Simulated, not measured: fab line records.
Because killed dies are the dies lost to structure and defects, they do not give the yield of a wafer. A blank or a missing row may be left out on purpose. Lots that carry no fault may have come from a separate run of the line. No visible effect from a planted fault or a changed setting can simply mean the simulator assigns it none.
fab line records    flow sky130
record: lots: 5  wafers: 15  last_day: 51
route steps=708 shown VIA3@591 METAL4@598 CAP2M@603 PAD_OPEN@708
lots that met no fault: taken from a fault-free run of the same line
start_h: the number of hours between the record's first day and the start of the first shown wafer of the lot    wait_h: hours since the lot's step before    " repeats the value in the row above    L1.1+2: one row covering several wafers at once    - either no value or no given start    * or withheld: withheld    < > ~ a bound
route shown NAME@n: NAME is a module with steps in the file, n the number in the route of the first one    usual: the fault-free wafers' mean and standard deviation    same: alike in all rows    chamber/n: place in a boat    sites: the reading at each site    _std_site: standard deviation across them    _edge_site: inner sites' mean taken away from outer sites' mean    radius_mm: how far each site lies from the wafer's centre    mask NAME#n: copy n    behind: tool/chamber where the wafer was last shaped    hold: what put the lot on hold/how long, in hours/how the hold closed    device: whichever transistor did not switch (one of n, p or np)    end of line: the tests these same wafers got at the end of their route    a step without rows: its recipe alone    killed: dies lost to structure and defects at the first sort, not the wafer's yield    map: shows each die of a wafer: x if killed, . if not, _ if none is there
set.NAME: the setting that was run; set.NAME@STEP: the one run at that earlier step    model.NAME: the simulator's own value behind a step, which no gauge read
certain route steps with their lots: each step a table, each wafer a row
services: a tool's chamber out of use, with start hour (start_h, from the record's first day; less than 0 if before it), hours out, and reason
== steps ==
step: SKY_VIA3_CLEAN_18
recipe: chemistry: IPA  time_s: 180  temp_c: 25
step: SKY_VIA3_CLEAN_19
recipe: chemistry: O3/DIW  dry: n2_spin
step: SKY_VIA3_SPUTTER_20
recipe: material: TiN  target_thk_nm: 20  chamber_pressure_pa: 5  power_w: 4000  time_s: 80
usual: chamber_pressure_pa: 5.001/0.0096  throttle_valve_pct: 29.9/0.8
lot.wafer  tool            chamber  start_h  wait_h  chamber_pressure_pa  throttle_valve_pct
L160.1     pvd_sputter-02  -        1002.58  0.0     4.995                30.0
L160.2     "               -        "        "       5.011                31.0
L160.5     "               -        "        "       5.005                29.8
L162.3     pvd_sputter-02  -        1009.57  0.0     5.013                29.8
L162.4     "               -        "        "       4.991                28.4
L162.5     "               -        "        "       5.007                29.9
L163.3     pvd_sputter-02  -        1018.93  0.0     4.984                28.3
L163.4     "               -        "        "       4.988                30.7
L163.5     "               -        "        "       4.992                29.9
L167.2     pvd_sputter-03  -        1045.02  0.0     5.004                29.1
L167.3     "               -        "        "       4.997                30.5
L167.6     "               -        "        "       4.993                30.6
L177.3     pvd_sputter-02  -        1093.24  0.0     4.999                28.2
L177.5     "               -        "        "       5.001                29.9
L177.6     "               -        "        "       5.014                29.9
step: SKY_VIA3_CVD_21
recipe: material: W  target_thk_nm: 390  time_s: 117.31  temp_c: 400  pressure_torr: 40
usual: chamber_pressure_Torr: 40.00/0.086  heater_power_w: 829/48
lot.wafer  tool      chamber  start_h  wait_h  chamber_pressure_Torr  heater_power_w
L160.1     cvd_w-02  1        1002.65  0.0     40.10                  809
L160.2     "         0        "        "       40.11                  905
L160.5     "         1        "        "       39.91                  772
L162.3     cvd_w-02  1        1009.67  0.1     39.90                  791
L162.4     "         0        "        "       39.96                  869
L162.5     "         0        "        "       40.11                  837
L163.3     cvd_w-01  1        1019.03  0.1     40.12                  870
L163.4     "         0        "        "       39.86                  762
L163.5     "         1        "        "       39.92                  863
L167.2     cvd_w-02  0        1045.09  0.0     39.98                  866
L167.3     "         1        "        "       40.07                  800
L167.6     "         1        "        "       40.13                  776
L177.3     cvd_w-02  1        1093.34  0.1     39.91                  802
L177.5     "         1        "        "       39.83                  798
L177.6     "         0        "        "       40.09                  882
step: SKY_VIA3_RS_MEAS_22
recipe: thk_meas_gauge: four-point-probe  reads: W_of_VIA3_CVD_21+TiN_of_VIA3_SPUTTER_20
usual: VIA3_W_RS: 0.294/0.0033
lot.wafer  tool           chamber  start_h  wait_h  VIA3_W_RS[ohm/sq]
L160.1     film_metro-03  -        1002.77  0.1     0.295
L160.2     "              -        "        "       0.293
L160.5     "              -        "        "       0.294
L162.3     film_metro-01  -        1009.80  0.1     0.295
L162.4     "              -        "        "       0.293
L162.5     "              -        "        "       0.294
L163.3     film_metro-03  -        1019.16  0.1     0.303
L163.4     "              -        "        "       0.296
L163.5     "              -        "        "       0.301
L167.2     film_metro-03  -        1045.23  0.1     0.294
L167.3     "              -        "        "       0.291
L167.6     "              -        "        "       0.291
L177.3     film_metro-02  -        1093.46  0.1     0.294
L177.5     "              -        "        "       0.298
L177.6     "              -        "        "       0.297
step: SKY_VIA3_THK_MEAS_23
recipe: thk_meas_gauge: xrf  reads: W_of_VIA3_CVD_21
usual: VIA3_W_THK: 401/7.2
lot.wafer  tool           chamber  start_h  wait_h  VIA3_W_THK[nm]
L160.1     film_metro-03  -        1002.89  0.1     405
L160.2     "              -        "        "       407
L160.5     "              -        "        "       406
L162.3     film_metro-01  -        1009.90  0.1     389
L162.4     "              -        "        "       393
L162.5     "              -        "        "       394
L163.3     film_metro-03  -        1019.26  0.1     396
L163.4     "              -        "        "       409
L163.5     "              -        "        "       401
L167.2     film_metro-03  -        1045.34  0.1     408
L167.3     "              -        "        "       419
L167.6     "              -        "        "       413
L177.3     film_metro-02  -        1093.56  0.1     402
L177.5     "              -        "        "       396
L177.6     "              -        "        "       398
step: SKY_VIA3_CMP_24
recipe: stop_on: SiO2  t_overpolish_s: 20  down_force_psi: 3.5  platen_rpm: 60  target_thk_nm: 0  pad_velocity_m_s: 0.94248
step: SKY_METAL4_SPUTTER_00
recipe: material: Ti  target_thk_nm: 15  power_w: 3000  time_s: 10  chamber_pressure_pa: 0.4
step: SKY_METAL4_SPUTTER_01
recipe: material: TiN  target_thk_nm: 20  power_w: 6500  time_s: 16.7  chamber_pressure_pa: 0.4
step: SKY_METAL4_SPUTTER_02
recipe: material: AlCu  target_thk_nm: 735  power_w: 10600  time_s: 39.1  chamber_pressure_pa: 0.4
usual: chamber_pressure_pa: 0.4000/0.00077  throttle_valve_pct: 29.9/0.76
lot.wafer  tool            chamber  start_h  wait_h  chamber_pressure_pa  throttle_valve_pct
L160.1     pvd_sputter-01  -        1003.30  0.0     0.4000               30.0
L160.2     "               -        "        "       0.4005               28.4
L160.5     "               -        "        "       0.4012               29.7
L162.3     pvd_sputter-03  -        1010.28  0.0     0.3998               29.7
L162.4     "               -        "        "       0.3995               29.5
L162.5     "               -        "        "       0.3997               29.6
L163.3     pvd_sputter-01  -        1019.64  0.0     0.4000               30.2
L163.4     "               -        "        "       0.4007               28.7
L163.5     "               -        "        "       0.4007               29.9
L167.2     pvd_sputter-02  -        1045.74  0.0     0.3996               30.1
L167.3     "               -        "        "       0.3995               30.8
L167.6     "               -        "        "       0.3993               30.8
L177.3     pvd_sputter-03  -        1093.95  0.0     0.3999               30.2
L177.5     "               -        "        "       0.3994               30.3
L177.6     "               -        "        "       0.3997               29.2
step: SKY_METAL4_SPUTTER_03
recipe: material: Ti  target_thk_nm: 5  power_w: 3000  time_s: 3.3  chamber_pressure_pa: 0.4
step: SKY_METAL4_SPUTTER_04
recipe: material: TiN  target_thk_nm: 70  power_w: 6500  time_s: 58.3  chamber_pressure_pa: 0.4
usual: chamber_pressure_pa: 0.4000/0.00087  throttle_valve_pct: 29.9/0.76
lot.wafer  tool            chamber  start_h  wait_h  chamber_pressure_pa  throttle_valve_pct
L160.1     pvd_sputter-01  -        1003.35  0.0     0.4001               30.2
L160.2     "               -        "        "       0.4011               28.5
L160.5     "               -        "        "       0.3996               30.1
L162.3     pvd_sputter-03  -        1010.34  0.0     0.3984               29.6
L162.4     "               -        "        "       0.3994               29.4
L162.5     "               -        "        "       0.3991               29.7
L163.3     pvd_sputter-01  -        1019.70  0.0     0.4007               30.0
L163.4     "               -        "        "       0.4000               28.4
L163.5     "               -        "        "       0.3999               29.9
L167.2     pvd_sputter-02  -        1045.79  0.0     0.4003               30.1
L167.3     "               -        "        "       0.4002               30.8
L167.6     "               -        "        "       0.4010               30.5
L177.3     pvd_sputter-03  -        1094.00  0.0     0.3984               30.3
L177.5     "               -        "        "       0.4010               30.3
L177.6     "               -        "        "       0.3995               29.2
step: SKY_CAP2M_CVD_00
recipe: material: SiO2  target_thk_nm: 15.5  temp_c: 400  time_s: withheld  rf_w: 450
usual: heater_power_w: 746/84
lot.wafer  tool      chamber  start_h  wait_h  heater_power_w  model.SiO2_of_CAP2M_CVD_00.thk_nm
L160.1     pecvd-01  2        1003.40  0.0     734             15.02
L160.2     "         0        "        "       905             14.81
L160.5     "         0        "        "       891             15.15
L162.3     pecvd-03  0        1010.39  0.0     679             15.41
L162.4     "         2        "        "       670             15.84
L162.5     "         1        "        "       713             15.72
L163.3     pecvd-03  0        1019.75  0.0     670             15.23
L163.4     "         0        "        "       675             15.51
L163.5     "         1        "        "       729             15.55
L167.2     pecvd-01  1        1045.84  0.0     837             15.76
L167.3     "         0        "        "       885             15.33
L167.6     "         1        "        "       824             15.92
L177.3     pecvd-03  2        1094.05  0.0     651             14.5
L177.5     "         2        "        "       646             14.98
L177.6     "         0        "        "       560             15.36
step: SKY_CAP2M_THK_MEAS_01
recipe: reads: SiO2_of_CAP2M_CVD_00
usual: CAP2M_CVD_00_THK: 15.47/0.22
lot.wafer  tool           chamber  start_h  wait_h  hold                      CAP2M_CVD_00_THK[nm]
L160.1     film_metro-01  -        1003.44  -       -                         15.00
L160.2     "              -        "        "       -                         14.78
L160.5     "              -        "        "       -                         15.11
L162.3     film_metro-04  -        1010.43  -       -                         15.41
L162.4     "              -        "        "       -                         15.82
L162.5     "              -        "        "       -                         15.78
L163.3     film_metro-04  -        1019.79  -       -                         15.23
L163.4     "              -        "        "       -                         15.45
L163.5     "              -        "        "       -                         15.53
L167.2     film_metro-01  -        1045.87  -       -                         15.80
L167.3     "              -        "        "       -                         15.34
L167.6     "              -        "        "       -                         15.91
L177.3     film_metro-01  -        1094.10  -       await_dispo/0.2h/release  14.48
L177.5     "              -        "        "       await_dispo/0.2h/release  15.02
L177.6     "              -        "        "       await_dispo/0.2h/release  15.42
L177.3     film_metro-01  -        1094.32  0.2     -                         14.53
L177.5     "              -        "        "       -                         14.95
L177.6     "              -        "        "       -                         15.32
step: SKY_CAP2M_SPUTTER_02
recipe: material: TiN  target_thk_nm: 200  temp_c: 300  power_w: 6500  time_s: 166.7  chamber_pressure_pa: 0.4
usual: chamber_pressure_pa: 0.4000/0.00081  throttle_valve_pct: 29.9/0.85
lot.wafer  tool            chamber  start_h  wait_h  hold                      chamber_pressure_pa  throttle_valve_pct
L160.1     pvd_sputter-04  -        1003.50  0.1     -                         0.4009               29.4
L160.2     "               -        "        "       -                         0.3998               31.5
L160.5     "               -        "        "       -                         0.4011               29.7
L162.3     pvd_sputter-01  -        1010.47  0.0     -                         0.3994               30.1
L162.4     "               -        "        "       -                         0.3999               28.1
L162.5     "               -        "        "       -                         0.3994               30.0
L163.3     pvd_sputter-04  -        1019.83  0.0     -                         0.4011               29.5
L163.4     "               -        "        "       -                         0.3990               30.0
L163.5     "               -        "        "       -                         0.3994               30.9
L167.2     pvd_sputter-03  -        1045.92  0.0     -                         0.3998               30.5
L167.3     "               -        "        "       -                         0.3996               30.4
L167.6     "               -        "        "       -                         0.3978               29.4
L177.3     pvd_sputter-01  -        1100.00  5.7     await_dispo/5.6h/release  0.3989               30.1
L177.5     "               -        "        "       await_dispo/5.6h/release  0.3994               28.4
L177.6     "               -        "        "       await_dispo/5.6h/release  0.3979               29.8
step: SKY_CAP2M_RS_MEAS_03
recipe: thk_meas_gauge: four-point-probe  reads: TiN_of_CAP2M_SPUTTER_02
usual: CAP2M_TIN_RS: 6.88/0.076
lot.wafer  tool           chamber  start_h  wait_h  CAP2M_TIN_RS[ohm/sq]
L160.1     film_metro-02  -        1003.60  0.1     6.91
L160.2     "              -        "        "       6.98
L160.5     "              -        "        "       6.88
L162.3     film_metro-02  -        1010.62  0.1     6.87
L162.4     "              -        "        "       6.83
L162.5     "              -        "        "       6.87
L163.3     film_metro-01  -        1019.98  0.1     6.89
L163.4     "              -        "        "       6.88
L163.5     "              -        "        "       6.85
L167.2     film_metro-04  -        1046.05  0.1     6.89
L167.3     "              -        "        "       6.90
L167.6     "              -        "        "       6.82
L177.3     film_metro-04  -        1100.15  0.1     6.78
L177.5     "              -        "        "       6.69
L177.6     "              -        "        "       6.79
step: SKY_CAP2M_THK_MEAS_04
recipe: thk_meas_gauge: xrf  reads: TiN_of_CAP2M_SPUTTER_02
usual: CAP2M_TIN_THK: 202.2/2.6
lot.wafer  tool           chamber  start_h  wait_h  CAP2M_TIN_THK[nm]
L160.1     film_metro-02  -        1003.72  0.1     198.5
L160.2     "              -        "        "       196.4
L160.5     "              -        "        "       198.7
L162.3     film_metro-02  -        1010.72  0.1     201.2
L162.4     "              -        "        "       201.1
L162.5     "              -        "        "       200.4
L163.3     film_metro-01  -        1020.08  0.1     203.8
L163.4     "              -        "        "       203.4
L163.5     "              -        "        "       204.9
L167.2     film_metro-04  -        1046.16  0.1     202.6
L167.3     "              -        "        "       202.0
L167.6     "              -        "        "       204.5
L177.3     film_metro-04  -        1100.25  0.1     205.1
L177.5     "              -        "        "       206.4
L177.6     "              -        "        "       205.3
step: SKY_CAP2M_DEHYDRATE_05
recipe: temp_c: 200  time_s: 60
step: SKY_CAP2M_HMDS_06
recipe: prime_time_s: 60  prime_temp_c: 120
step: SKY_CAP2M_COAT_07
recipe: resist: NOVOLAK  spin_rpm: 3000  resist_thk_nm: 1140
step: SKY_CAP2M_SOFTBAKE_08
recipe: temp_c: 90  time_s: 60  resist: NOVOLAK
step: SKY_CAP2M_EXPOSE_09
recipe: mask_id: CAP2M  na: 0.6  source_shape: conventional  sigma_outer: 0.6  polarization: unpolarized  target_cd_nm: 1000  dose_mj: 159
step: SKY_CAP2M_PEB_10
recipe: temp_c: withheld  time_s: *  resist: NOVOLAK
step: SKY_CAP2M_DEVELOP_11
recipe: resist: NOVOLAK  developer: TMAH  develop_time_s: 60  dev_temp_c: 23
step: SKY_CAP2M_OVL_MEAS_12
usual: CAP2M_OVL: -1.4/1.2
lot.wafer  tool        chamber  start_h  wait_h  CAP2M_OVL[nm]
L160.1     overlay-02  -        1024.01  0.1     -1.3
L160.2     "           -        "        "       -2.1
L160.5     "           -        "        "       0.2
L162.3     overlay-02  -        1029.75  0.1     -2.0
L162.4     "           -        "        "       -2.5
L162.5     "           -        "        "       -1.4
L163.3     overlay-02  -        1038.62  0.1     -0.4
L163.4     "           -        "        "       -1.9
L163.5     "           -        "        "       -1.3
L167.2     overlay-02  -        1069.39  0.1     0.5
L167.3     "           -        "        "       -0.6
L167.6     "           -        "        "       -1.4
L177.3     overlay-02  -        1114.42  0.1     -2.6
L177.5     "           -        "        "       -2.6
L177.6     "           -        "        "       -2.8
step: SKY_CAP2M_METAL_ETCH_13
recipe: target_depth_nm: 220  stop_on: SiO2  chemistry: Cl2/BCl3  target: TiN  pressure_mtorr: 10  icp_w: 900  bias_w: 48.5  Cl2_flow_sccm: 60  bcl3_flow_sccm: 30  time_s: 62.9
step: SKY_CAP2M_STRIP_14
recipe: chemistry: O2/N2  power_w: 1400  pressure_mtorr: 1500  platen_temp_c: withheld  o2_flow_sccm: 3000  n2_flow_sccm: 300  overash_fraction: 0.5
step: SKY_CAP2M_STRIP_15
recipe: chemistry: post_etch_residue_remover  time_s: 1200  temp_c: 72.5
step: SKY_CAP2M_CLEAN_16
recipe: chemistry: IPA  time_s: 180  temp_c: 25
step: SKY_CAP2M_CLEAN_17
recipe: chemistry: O3/DIW  dry: n2_spin
step: SKY_METAL4_DEHYDRATE_05
recipe: temp_c: 200  time_s: 60
step: SKY_METAL4_HMDS_06
recipe: prime_time_s: 60  prime_temp_c: 120
step: SKY_METAL4_COAT_07
recipe: resist: BARC  temp_c: withheld  time_s: withheld  spin_rpm: 3000  resist_thk_nm: 60
step: SKY_METAL4_COAT_08
recipe: resist: KrF-thick  spin_rpm: 3000  resist_thk_nm: 1140
step: SKY_METAL4_SOFTBAKE_09
recipe: temp_c: 100  time_s: 90  resist: KrF-thick
step: SKY_METAL4_EXPOSE_10
recipe: mask_id: MM4  na: 0.68  source_shape: annular  sigma_inner: 0.4  sigma_outer: 0.8  target_cd_nm: 300  dose_mj: 28
step: SKY_METAL4_PEB_11
recipe: peb_temp_c: withheld  peb_time_s: withheld  resist: KrF-thick
step: SKY_METAL4_DEVELOP_12
recipe: develop_time_s: 60  resist: KrF-thick  dev_temp_c: 21
step: SKY_METAL4_CD_MEAS_13
recipe: target_cd_nm: 300
usual: cd_nm: 299.4/1.6
lot.wafer  tool       chamber  start_h  wait_h  cd_nm
L160.1     cd_sem-02  -        1043.39  -       300.3
L160.2     "          -        "        "       300.9
L160.5     "          -        "        "       300.4
L162.3     cd_sem-01  -        1051.78  -       296.5
L162.4     "          -        "        "       297.7
L162.5     "          -        "        "       296.4
L163.3     cd_sem-02  -        1061.77  -       300.3
L163.4     "          -        "        "       299.6
L163.5     "          -        "        "       300.6
L167.2     cd_sem-01  -        1091.59  -       300.9
L167.3     "          -        "        "       302.2
L167.6     "          -        "        "       299.5
L177.3     cd_sem-01  -        1134.88  -       299.1
L177.5     "          -        "        "       298.9
L177.6     "          -        "        "       299.5
step: SKY_METAL4_OVL_MEAS_14
usual: METAL4_OVL: 1/6
lot.wafer  tool        chamber  start_h  wait_h  METAL4_OVL[nm]
L160.1     overlay-02  -        1043.51  0.1     5
L160.2     "           -        "        "       -1
L160.5     "           -        "        "       -4
L162.3     overlay-02  -        1051.87  0.1     -3
L162.4     "           -        "        "       -9
L162.5     "           -        "        "       -1
L163.3     overlay-01  -        1061.86  0.1     -13
L163.4     "           -        "        "       4
L163.5     "           -        "        "       -7
L167.2     overlay-02  -        1091.70  0.1     7
L167.3     "           -        "        "       4
L167.6     "           -        "        "       4
L177.3     overlay-01  -        1134.97  0.1     -4
L177.5     "           -        "        "       -4
L177.6     "           -        "        "       -4
step: SKY_METAL4_DESCUM_15
recipe: chemistry: O2  source_power_w: 150  bias_power_w: 0  pressure_mtorr: 10  temp_c: 40  time_s: 8
step: SKY_METAL4_ETCH_16
recipe: chemistry: N2/H2  target: BARC  ion_energy_ev: 200  bias_w: 100  pressure_mtorr: 30  n2_flow_sccm: 100  h2_flow_sccm: 200  icp_w: 500  stop_on: SiO2  time_s: 88.2  target_depth_a: 600
step: SKY_METAL4_ETCH_17
recipe: target: SiO2  stop_on: TiN  chemistry: C4F8/O2/Ar  source_w: 1500  bias_w: 1200  pressure_mtorr: 40  c4f8_flow_sccm: withheld  O2_flow_sccm: 6  Ar_flow_sccm: 300  time_s: 3.9  target_depth_a: 150
usual: chamber_pressure_mTorr: 40.00/0.033  oes_product_au: 0.754/0.0073
lot.wafer  tool         chamber  start_h  wait_h  chamber_pressure_mTorr  oes_product_au  rf_hours_counter_h  model.etch.depth_nm
L160.1     rie_diel-04  1        1043.67  0.1     40.03                   0.738           27                  15.02
L160.2     "            3        "        "       40.02                   0.736           16                  14.81
L160.5     "            3        "        "       39.99                   0.749           -                   15.15
L162.3     rie_diel-03  1        1052.02  0.0     39.95                   0.751           13                  15.41
L162.4     "            2        "        "       40.00                   0.760           21                  15.84
L162.5     "            1        "        "       40.01                   0.754           -                   15.72
L163.3     rie_diel-02  0        1062.01  0.0     40.03                   0.746           8                   15.23
L163.4     "            0        "        "       39.96                   0.745           -                   15.51
L163.5     "            3        "        "       40.04                   0.755           -                   15.55
L167.2     rie_diel-03  0        1091.86  0.1     40.02                   0.767           10                  15.76
L167.3     "            1        "        "       40.00                   0.745           14                  15.33
L167.6     "            0        "        "       39.96                   0.760           -                   15.92
L177.3     rie_diel-03  2        1135.12  0.0     39.99                   0.730           0                   14.5
L177.5     "            1        "        "       39.92                   0.742           -                   14.98
L177.6     "            2        "        "       40.00                   0.754           -                   15.36
step: SKY_PAD_OPEN_PROBE_99
usual: defect_limited_yield: 82.1/2  killed_at_M0_to_M3: 43/6.4  killed_at_M4_up: 3.2/1.8  killed_at_contacts: 25/5.5  killed_at_front_end: 16/5.2  killed_at_other: 0.3/0.49  killed_dies: 88/10  killed_open: 48/7  killed_short: 40/7.1  sort_bin_3_pad_short: 0.9/0.42  sort_bin_5_function: 10.5/1.6  sort_bin_6_memory: 6.5/1.2  sort_n_pass: 404/10  sort_yield_pct: 82.1/2
same: gross_dies: 492  killed_at_back_side: 0  sort_bin_4_leakage[%]: 0  sort_bin_8_speed[%]: 0
lot.wafer  tool       chamber  start_h  wait_h  defect_limited_yield[%]  killed_at_M0_to_M3  killed_at_M4_up  killed_at_contacts  killed_at_front_end  killed_at_other  killed_dies  killed_open  killed_short  sort_bin_3_pad_short[%]  sort_bin_5_function[%]  sort_bin_6_memory[%]  sort_n_pass  sort_yield_pct[%]  model.etest.cap_mim2.bv_v  model.etest.cap_mim2.leak_log10_a_cm2  model.etest.cap_mim2.c_ff_um2
L160.1     prober-01  -        1134.87  0.1     82.9                     43                  1                19                  21                   0                84           53           31            0.6                      9.1                     7.3                   408          82.9               13.46                      -8.793                                 2.404
L160.2     prober-01  -        1134.92  0.1     81.5                     43                  7                21                  20                   0                91           50           41            0.6                      9.6                     8.3                   401          81.5               13.23                      -8.74                                  2.44
L160.5     prober-01  -        1135.07  0.2     82.3                     40                  6                28                  13                   0                87           50           37            0.8                      11.0                    5.9                   405          82.3               13.47                      -8.774                                 2.374
L162.3     prober-01  -        1140.27  0.2     85.4                     41                  4                15                  12                   0                72           40           32            1.2                      7.7                     5.7                   420          85.4               13.83                      -8.779                                 2.32
L162.4     prober-01  -        1140.32  0.2     80.1                     52                  4                26                  16                   0                98           58           40            0.4                      13.0                    6.5                   394          80.1               13.95                      -9.096                                 2.28
L162.5     prober-01  -        1140.37  0.2     80.1                     52                  5                28                  13                   0                98           64           34            0.4                      12.0                    7.5                   394          80.1               13.56                      -8.966                                 2.296
L163.3     prober-02  -        1150.25  0.2     79.9                     49                  5                27                  17                   1                99           59           40            1.2                      10.0                    8.9                   393          79.9               13.83                      -8.955                                 2.389
L163.4     prober-02  -        1150.30  0.2     83.5                     42                  2                18                  19                   0                81           40           41            0.4                      10.0                    6.1                   411          83.5               14.17                      -8.924                                 2.333
L163.5     prober-02  -        1150.35  0.2     79.3                     51                  8                22                  21                   0                102          53           49            1.0                      13.6                    6.1                   390          79.3               14.27                      -8.949                                 2.323
L167.2     prober-01  -        1174.40  0.1     82.7                     44                  1                30                  10                   0                85           54           31            1.0                      9.6                     6.7                   407          82.7               14.37                      -9.206                                 2.306
L167.3     prober-01  -        1174.45  0.2     84.6                     34                  7                19                  15                   1                76           41           35            0.6                      8.9                     5.9                   416          84.6               13.6                       -9.038                                 2.364
L167.6     prober-01  -        1174.60  0.2     81.7                     36                  4                36                  14                   0                90           38           52            1.2                      12.0                    5.1                   402          81.7               14.06                      -9.107                                 2.279
L177.3     prober-01  -        1212.01  0.2     80.5                     44                  4                25                  23                   0                96           45           51            2.0                      11.6                    5.9                   396          80.5               12.97                      -8.856                                 2.509
L177.5     prober-01  -        1212.11  0.2     78.9                     43                  3                38                  20                   0                104          45           59            1.6                      11.0                    8.5                   388          78.9               13.53                      -8.856                                 2.429
L177.6     prober-01  -        1212.16  0.2     80.9                     38                  4                23                  29                   0                94           58           36            1.0                      12.0                    6.1                   398          80.9               13.55                      -8.924                                 2.369
killed by level:class
L160.1 VIA2:geometric_particle:open=8 VIA3:geometric_particle:open=8 FIELD_ISO:geometric_particle:open=7 LI_CONTACT:geometric_particle:open=7 POLY_GATE:geometric_particle:open=6 CONTACT:geometric_particle:open=6 FIELD_ISO:geometric_particle:short=5 VIA1:geometric_particle:open=5
L160.2 VIA1:geometric_particle:open=13 CONTACT:geometric_particle:open=7 FIELD_ISO:geometric_particle:short=7 METAL2:geometric_particle:short=7 FIELD_ISO:geometric_particle:open=6 VIA2:geometric_particle:open=5 LI_CONTACT:geometric_particle:open=5 METAL1:geometric_particle:short=5
L160.5 CONTACT:geometric_particle:open=14 VIA1:geometric_particle:open=8 METAL2:geometric_particle:short=7 LI_CONTACT:geometric_particle:open=6 FIELD_ISO:geometric_particle:open=5 METAL4:geometric_particle:short=5 CONTACT:geometric_particle:short=5 VIA1:geometric_particle:short=5
L162.3 CONTACT:geometric_particle:open=8 VIA1:geometric_particle:open=8 VIA3:geometric_particle:open=7 VIA1:geometric_particle:short=7 METAL2:geometric_particle:short=6 METAL1:geometric_particle:short=5 LI_CONTACT:geometric_particle:open=4 FIELD_ISO:geometric_particle:short=3
L162.4 VIA1:geometric_particle:open=15 LI_CONTACT:geometric_particle:open=11 METAL2:geometric_particle:short=9 VIA3:geometric_particle:open=7 POLY_GATE:geometric_particle:open=6 CONTACT:geometric_particle:open=6 VIA1:geometric_particle:short=5 VIA3:geometric_particle:short=4
L162.5 CONTACT:geometric_particle:open=13 VIA1:geometric_particle:open=11 VIA2:geometric_particle:open=9 LI_CONTACT:geometric_particle:open=8 METAL1:geometric_particle:short=7 METAL2:geometric_particle:short=6 POLY_GATE:geometric_particle:open=5 VIA3:geometric_particle:open=5
L163.3 VIA1:geometric_particle:open=15 CONTACT:geometric_particle:open=10 LI_CONTACT:geometric_particle:open=9 VIA2:geometric_particle:open=9 FIELD_ISO:geometric_particle:short=6 VIA3:geometric_particle:open=6 METAL2:geometric_particle:short=5 METAL4:geometric_particle:short=5
L163.4 FIELD_ISO:geometric_particle:short=8 VIA1:geometric_particle:open=8 VIA3:geometric_particle:open=7 CONTACT:geometric_particle:short=6 VIA1:geometric_particle:short=6 FIELD_ISO:geometric_particle:open=5 VIA2:geometric_particle:open=5 METAL3:geometric_particle:short=5
L163.5 VIA1:geometric_particle:open=12 VIA2:geometric_particle:open=10 VIA1:geometric_particle:short=8 FIELD_ISO:geometric_particle:open=6 CONTACT:geometric_particle:open=5 CONTACT:geometric_particle:short=5 LI_CONTACT:geometric_particle:open=5 LOCAL_INTERCONNECT:geometric_particle:short=5
L167.2 CONTACT:geometric_particle:open=13 LI_CONTACT:geometric_particle:open=9 VIA3:geometric_particle:open=9 VIA1:geometric_particle:short=7 VIA1:geometric_particle:open=7 VIA2:geometric_particle:open=6 METAL1:geometric_particle:short=4 VIA2:geometric_particle:short=4
L167.3 LI_CONTACT:geometric_particle:open=9 FIELD_ISO:geometric_particle:open=7 FIELD_ISO:geometric_particle:short=6 VIA2:geometric_particle:open=5 METAL1:geometric_particle:short=5 METAL3:geometric_particle:short=5 VIA1:geometric_particle:open=4 VIA3:geometric_particle:open=4
L167.6 CONTACT:geometric_particle:open=12 LI_CONTACT:geometric_particle:open=8 POLY_GATE:geometric_particle:short=7 METAL1:geometric_particle:short=7 CONTACT:geometric_particle:short=7 VIA1:geometric_particle:open=6 METAL2:geometric_particle:short=6 LOCAL_INTERCONNECT:geometric_particle:short=5
L177.3 FIELD_ISO:geometric_particle:short=8 METAL1:geometric_particle:short=8 LI_CONTACT:geometric_particle:open=7 CONTACT:geometric_particle:open=7 VIA1:geometric_particle:open=7 FIELD_ISO:geometric_particle:open=6 VIA3:geometric_particle:open=6 METAL2:geometric_particle:short=5
L177.5 METAL2:geometric_particle:short=15 CONTACT:geometric_particle:open=14 VIA1:geometric_particle:open=9 LI_CONTACT:geometric_particle:open=7 CONTACT:geometric_particle:short=7 FIELD_ISO:geometric_particle:short=6 POLY_GATE:geometric_particle:short=6 LOCAL_INTERCONNECT:geometric_particle:short=5
L177.6 VIA1:geometric_particle:open=15 FIELD_ISO:geometric_particle:open=9 CONTACT:geometric_particle:open=9 LI_CONTACT:geometric_particle:open=7 FIELD_ISO:geometric_particle:short=6 VIA1:geometric_particle:short=6 POLY_GATE:geometric_particle:open=5 CONTACT:geometric_particle:short=4
== services ==
tool            chamber  start_h  hours  kind
rie_diel-04     2        980.28   8.7    repair
pecvd-01        1        990.12   14.2   repair
pvd_sputter-03  -        996.23   3.2    repair
cvd_w-01        1        1000.32  14.1   repair
rie_diel-03     3        1002.08  14.8   repair
rie_diel-04     2        1005.42  19.4   repair
rie_diel-02     -        1012.88  0.4    repair
rie_diel-02     -        1022.43  0.6    repair
pvd_sputter-03  -        1031.74  4.6    repair
pvd_sputter-02  -        1035.07  0.5    repair
pvd_sputter-04  -        1045.03  1.1    repair
cvd_w-02        0        1054.01  8.8    repair
pvd_sputter-01  -        1062.45  3.2    repair
pvd_sputter-03  -        1066.05  5.7    repair
pecvd-03        2        1070.91  2.9    repair
pvd_sputter-04  -        1079.26  2.0    repair
rie_diel-03     0        1102.90  1.5    repair
pvd_sputter-03  -        1107.05  1.1    repair
pecvd-01        -        1112.87  1.3    repair
cvd_w-02        -        1114.06  0.8    repair
pvd_sputter-04  -        1116.59  4.0    repair
pvd_sputter-04  -        1122.39  1.8    repair
pvd_sputter-03  -        1125.57  0.8    repair
pvd_sputter-03  -        1131.26  2.5    repair
== key ==
first_sign: step: SKY_CAP2M_THK_MEAS_01  reading: visit  direction: added
effect: step: SKY_CAP2M_THK_MEAS_01  reading: CAP2M_CVD_00_THK  direction: down  sigmas: 3.3  usual: 15.47  struck: 14.75
model_effect: step: SKY_CAP2M_CVD_00  value: SiO2_of_CAP2M_CVD_00.thk_nm  without: 15.63  struck: 14.74
model_effect: step: SKY_METAL4_ETCH_17  value: etch.depth_nm  without: 15.63  struck: 14.74
model_effect: step: SKY_PAD_OPEN_PROBE_99  value: etest.cap_mim2.bv_v  without: 14.05  struck: 13.25
met_at SKY_CAP2M_CVD_00
struck_wafers L177.3,L177.5
onset_between 1019.75 1094.05
fault: kind: process_parameter_drift  tool: pecvd-03  chamber: -  onset_h: 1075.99  steps: SKY_CAP2M_CVD_00  channel: target_thk_nm  offset: -0.89558  shape: step  end_h: 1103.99  scope: struck_wafers_only  acts_in: these_recipes_only  stated: 15.5
